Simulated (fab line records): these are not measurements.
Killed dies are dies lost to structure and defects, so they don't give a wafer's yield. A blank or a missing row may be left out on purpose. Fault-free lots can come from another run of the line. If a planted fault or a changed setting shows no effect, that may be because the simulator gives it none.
Which tool did it? / flow sky130 / route of 708 steps, sampled at 1 step: 7 lots, 21 wafers

## WHAT THE GAUGES SHOWED, per wafer
SKY_LDD_HVN_OVL_MEAS_07.
lot=L343; measured=day 21 19:12; on=overlay-01; LDD_HVN_OVL (nm)=-2.6 -2.8 -0.9
lot=L345; measured=day 23 00:01; on=overlay-01; LDD_HVN_OVL (nm)=-2.4 -3.3 0.4
lot=L347; measured=day 23 18:25; on=overlay-02; LDD_HVN_OVL (nm)=-0.7 -1.1 -1.0
lot=L349; measured=day 24 02:17; on=overlay-01; LDD_HVN_OVL (nm)=0.5 -1.9 -2.0
lot=L351; measured=day 24 13:25; on=overlay-01; LDD_HVN_OVL (nm)=-1.4 -1.6 -2.0
lot=L359; measured=day 26 23:03; on=overlay-02; LDD_HVN_OVL (nm)=-4.6 -3.0 -4.2
lot=L362; measured=day 27 19:54; on=overlay-02; LDD_HVN_OVL (nm)=-1.6 0.5 -1.3

## EACH LOT AND THE TOOL THAT RAN IT (in order: tool; ch and the chambers of the sampled wafers; start)
There is no process step in the record ahead of these readings.

## THE ANSWER, worked out from the rows above alone
Rule: the usual values come from the lots themselves. Put in order of their means at a reading, lots are off if they are a third of the lots or fewer, leave a main group of 4 or more, and stand apart from it by a gap of 3 or more times the standard deviation of the main group's means; of several such gaps the widest counts. A main group is skipped when, at the precision printed for the reading in the tables above, its means are all equal. A lot without any number at a reading at which 4 lots or more have one is off too. All remaining lots with rows at the step are treated as sound.
Off: L359, at SKY_LDD_HVN_OVL_MEAS_07 (LDD_HVN_OVL). Mean -1.4 nm and standard deviation 0.47 in the main group.
If a tool, at a process step before that reading, ran all the lots that are off and no sound lot after the first of them, it fits. Those tools and the gauges at SKY_LDD_HVN_OVL_MEAS_07 are tried in the same way. Not one of the candidates tried fits.

## WHAT THE SIMULATOR HAD PUT IN
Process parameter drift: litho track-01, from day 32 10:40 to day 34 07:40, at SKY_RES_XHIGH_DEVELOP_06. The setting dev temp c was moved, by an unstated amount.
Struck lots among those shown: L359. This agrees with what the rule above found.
